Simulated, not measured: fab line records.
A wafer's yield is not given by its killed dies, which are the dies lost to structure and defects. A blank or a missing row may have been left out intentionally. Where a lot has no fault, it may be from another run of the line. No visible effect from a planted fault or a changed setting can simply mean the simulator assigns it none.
Tool commonality check + flow sky130 + Lots sampled 11, wafers sampled 33

WHAT PROMPTED THE OPENING
At SKY_VIA3_THK_MEAS_01 the reading VIA3_HDPCVD_THK is flagged on 2 of 11 lots. Wafers without a fault read 1642 nm, standard deviation 16.
Rule: flag the lot when none of its wafers has a number, or when each of its wafers that has one lies beyond 4 standard deviations from that mean. The other lots count as sound.

| lot  | measured     | on            | VIA3_HDPCVD_THK (nm), wafer by wafer | flag    |
|------|--------------|---------------|--------------------------------------|---------|
| L842 | day 38 05:34 | film metro-02 | 1689 1659 1667                       |         |
| L844 | day 38 21:39 | film metro-02 | 1644 1630 1647                       |         |
| L846 | day 39 10:23 | film metro-03 | 1637 1646 1647                       |         |
| L848 | day 41 05:19 | film metro-02 | 1639 1652 1648                       |         |
| L854 | day 42 02:01 | film metro-03 | 2786 2804 2819                       | FLAGGED |
| L853 | day 42 07:50 | film metro-04 | 2799 2805 2780                       | FLAGGED |
| L855 | day 42 08:38 | film metro-04 | 1659 1670 1650                       |         |
| L857 | day 43 15:59 | film metro-02 | 1641 1649 1636                       |         |
| L860 | day 44 08:04 | film metro-03 | 1645 1646 1654                       |         |
| L862 | day 44 18:58 | film metro-04 | 1644 1640 1635                       |         |
| L865 | day 45 21:50 | film metro-04 | 1633 1636 1661                       |         |
On average the flagged lots' numbers are 2799 nm, which is +1157 nm against the usual, or +72 standard deviations.

WHICH TOOL RAN EACH LOT
The record holds 3 process steps before the reading, out of a route of 708 steps. Each cell gives the tool, then ch followed by the chambers the sampled wafers passed through, then the start.
| lot  | flag    | SKY_METAL3_ETCH_16                | SKY_METAL3_STRIP_19                  | SKY_VIA3_HDPCVD_00               |
|------|---------|-----------------------------------|--------------------------------------|----------------------------------|
| L842 |         | rie metal-03 ch 0,1, day 38 04:29 | plasma asher-03 ch 0,1, day 38 04:47 | hdpcvd-02 ch 0,1, day 38 05:23   |
| L844 |         | rie metal-04 ch 0,1, day 38 20:34 | plasma asher-03 ch 0,1, day 38 20:53 | hdpcvd-01 ch 0,2, day 38 21:29   |
| L846 |         | rie metal-03 ch 0,1, day 39 09:20 | plasma asher-01 ch 0,1, day 39 09:38 | hdpcvd-02 ch 0,1,2, day 39 10:13 |
| L848 |         | rie metal-04 ch 0,1, day 41 03:46 | plasma asher-04 ch 0,1, day 41 04:04 | hdpcvd-01 ch 0,1, day 41 05:08   |
| L854 | FLAGGED | rie metal-03 ch 0,1, day 42 00:57 | plasma asher-01 ch 0,1, day 42 01:14 | hdpcvd-02 ch 1,2, day 42 01:50   |
| L853 | FLAGGED | rie metal-02 ch 0,1, day 42 06:45 | plasma asher-03 ch 0,1, day 42 07:02 | hdpcvd-02 ch 0,1,2, day 42 07:41 |
| L855 |         | rie metal-03 ch 0,1, day 42 07:33 | plasma asher-03 ch 0,1, day 42 07:50 | hdpcvd-01 ch 0,2, day 42 08:28   |
| L857 |         | rie metal-03 ch 0,1, day 43 14:55 | plasma asher-03 ch 0,1, day 43 15:13 | hdpcvd-01 ch 1,2, day 43 15:49   |
| L860 |         | rie metal-04 ch 0,1, day 44 07:01 | plasma asher-04 ch 0,1, day 44 07:19 | hdpcvd-01 ch 1,2, day 44 07:52   |
| L862 |         | rie metal-04 ch 0, day 44 17:55   | plasma asher-01 ch 0,1, day 44 18:13 | hdpcvd-01 ch 0,1, day 44 18:48   |
| L865 |         | rie metal-04 ch 0,1, day 45 20:47 | plasma asher-04 ch 0,1, day 45 21:05 | hdpcvd-01 ch 0,1,2, day 45 21:40 |
What is done by these steps:
- SKY_METAL3_ETCH_16: etches BARC in N2/H2, stops on SiO2, time 88.2 s, target depth 60 nm.
- SKY_METAL3_STRIP_19: strips in O2/N2.
- SKY_VIA3_HDPCVD_00: deposits SiO2, target thk 1635 nm, time 272.5 s.
- SKY_VIA3_THK_MEAS_01

FLAGGED AGAINST TOTAL, ONE TOOL AT A TIME (gauges that did the reading follow at the end)
| step                 | tool            | lots run | flagged | share of the flagged lots | sound lots run after its first flagged lot |
|----------------------|-----------------|----------|---------|---------------------------|--------------------------------------------|
| SKY_METAL3_ETCH_16   | rie metal-02    | 1        | 1       | some                      | 0                                          |
| SKY_METAL3_ETCH_16   | rie metal-03    | 5        | 1       | some                      | 2 (L855,L857)                              |
| SKY_METAL3_ETCH_16   | rie metal-04    | 5        | 0       | none                      | -                                          |
| SKY_METAL3_STRIP_19  | plasma asher-01 | 3        | 1       | some                      | 1 (L862)                                   |
| SKY_METAL3_STRIP_19  | plasma asher-03 | 5        | 1       | some                      | 2 (L855,L857)                              |
| SKY_METAL3_STRIP_19  | plasma asher-04 | 3        | 0       | none                      | -                                          |
| SKY_VIA3_HDPCVD_00   | hdpcvd-01       | 7        | 0       | none                      | -                                          |
| SKY_VIA3_HDPCVD_00   | hdpcvd-02       | 4        | 2       | all                       | 0                                          |
| SKY_VIA3_THK_MEAS_01 | film metro-02   | 4        | 0       | none                      | -                                          |
| SKY_VIA3_THK_MEAS_01 | film metro-03   | 3        | 1       | some                      | 1 (L860)                                   |
| SKY_VIA3_THK_MEAS_01 | film metro-04   | 4        | 1       | some                      | 3 (L855,L862,L865)                         |

WHAT THE TABLE PERMITS
1 row of the table ran every flagged lot: hdpcvd-02 at SKY_VIA3_HDPCVD_00.
- hdpcvd-02 at SKY_VIA3_HDPCVD_00: 2 of its 4 lots flagged. Last sound lot L846 at day 39 10:13, first flagged lot L854 at day 42 01:50; a fault beginning in between fits.
What remains is a single tool, hdpcvd-02 at SKY_VIA3_HDPCVD_00.

WHAT THE SIMULATOR PUT IN
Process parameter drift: hdpcvd-02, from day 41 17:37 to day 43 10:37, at SKY_VIA3_HDPCVD_00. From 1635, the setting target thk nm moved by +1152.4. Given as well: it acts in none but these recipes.
Struck lots among those shown: L854, L853. The same result came from the rule above.
